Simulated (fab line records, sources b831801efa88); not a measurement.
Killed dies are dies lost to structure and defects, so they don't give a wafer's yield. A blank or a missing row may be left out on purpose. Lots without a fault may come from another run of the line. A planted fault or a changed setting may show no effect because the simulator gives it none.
A struck lot beside a sound one | flow sky130 | 18 steps out of a route of 708
Sound: wafers L937.1, L937.3, L937.6. Struck: wafer L950.6. (L950.1, L950.4 of the same lot were not struck and are left out.) The cause comes at the end.
At each step with rows: each side's tool, then ch and its chambers, then its first start. Under that, the readings that differ: sound wafers | struck wafers | difference of the means | sigmas: that difference in standard deviations of wafers without a fault.
alike: readings whose means differ by less than 2 such deviations, and words and numbers that are the same on both sides. not compared: withheld readings, readings that some wafer has no value for, bounds like >300 that may hide the same value, and numbers for which the record gives no deviation and whose values overlap.
The two part at a step that has a row with sigmas, a row that says differs or no value, or rows on one side only. Numbers that don't overlap but have no deviation are shown without sigmas and don't part them. A reading that every wafer of one side lacks parts them only if that side has two wafers or more.

first, 4 steps without rows for these wafers: SKY_VT_ADJUST_LVTN_SOFTBAKE_14 (time 60 s); SKY_VT_ADJUST_LVTN_EXPOSE_15 (exposes mask HVN STD DERIVED, target cd 600 nm); SKY_VT_ADJUST_LVTN_PEB_16; SKY_VT_ADJUST_LVTN_DEVELOP_17 (develop time 60 s).
SKY_VT_ADJUST_LVTN_OVL_MEAS_18:
  sound on overlay-01, day 8 05:22; struck on overlay-01, day 11 20:44
  alike: VT_ADJUST_LVTN_01_OVL
then, 1 step without rows for these wafers: SKY_VT_ADJUST_LVTN_IMPLANT_19.
SKY_VT_ADJUST_LVTN_STRIP_20: strips in O2/N2.
  sound on plasma_asher-04 ch 0,1, day 8 05:33; struck on plasma_asher-02 ch 0, day 11 20:55
  reading               | sound             | struck | difference | sigmas
  oes_product_au (a.u.) | 0.716 0.721 0.713 | 0.706  | -0.011     | -2
  alike: drypump_motor_current_A, n2_flow_sccm, strip_time_to_endpoint_s
  not compared: rf_hours_counter_h
SKY_VT_ADJUST_LVTN_TW_MEAS_21:
  sound on film_metro-04, day 8 05:39; struck on film_metro-01, day 11 21:01
  alike: VT_ADJUST_LVTN_2_TW
then, 4 steps without rows for these wafers: SKY_VT_ADJUST_NCORE_DEHYDRATE_00 (time 60 s); SKY_VT_ADJUST_NCORE_HMDS_01 (prime time 60 s); SKY_VT_ADJUST_NCORE_COAT_02 (resist thk 1140 nm); SKY_VT_ADJUST_NCORE_SOFTBAKE_03 (time 60 s).
SKY_VT_ADJUST_NCORE_EXPOSE_04: exposes mask LVTN COMPLEMENT THIN, target cd 380 nm.
  sound on iline_stepper-02 ch 0, day 8 16:11; struck on iline_stepper-01 ch 0, day 12 08:28
  alike: mask, focus_offset_nm
then, 2 steps without rows for these wafers: SKY_VT_ADJUST_NCORE_PEB_05; SKY_VT_ADJUST_NCORE_DEVELOP_06 (develop time 60 s).
SKY_VT_ADJUST_NCORE_CD_MEAS_07: target cd 380 nm.
  sound on cd_sem-02, day 9 02:35; struck on cd_sem-02, day 12 20:29
  reading    | sound             | struck | difference | sigmas
  cd_nm (nm) | 382.9 379.5 382.2 | 369.6  | -11.9      | -6
SKY_VT_ADJUST_NCORE_OVL_MEAS_08:
  sound on overlay-01, day 9 02:42; struck on overlay-01, day 12 20:37
  alike: VT_ADJUST_NCORE_OVL
-- the record jumps here: 37 days lie between the struck wafers' starts before and after (it left off in module VT_ADJUST_NCORE and takes up again in module PAD_OPEN, whose first step shown is number 708 of the route) --
SKY_PAD_OPEN_PROBE_99:
  sound on prober-02, day 46 06:02; struck on prober-02, day 49 09:25
  alike: killed_at_M0_to_M3, killed_at_M4_up, killed_at_contacts, killed_at_front_end, killed_dies, killed_open, killed_short

WHERE THEY PART
First at SKY_VT_ADJUST_LVTN_STRIP_20; last, within this record, at SKY_VT_ADJUST_NCORE_CD_MEAS_07. Later steps at which nothing parts them and some readings are alike: SKY_VT_ADJUST_NCORE_OVL_MEAS_08, SKY_PAD_OPEN_PROBE_99.

WHY: what the simulator had put in
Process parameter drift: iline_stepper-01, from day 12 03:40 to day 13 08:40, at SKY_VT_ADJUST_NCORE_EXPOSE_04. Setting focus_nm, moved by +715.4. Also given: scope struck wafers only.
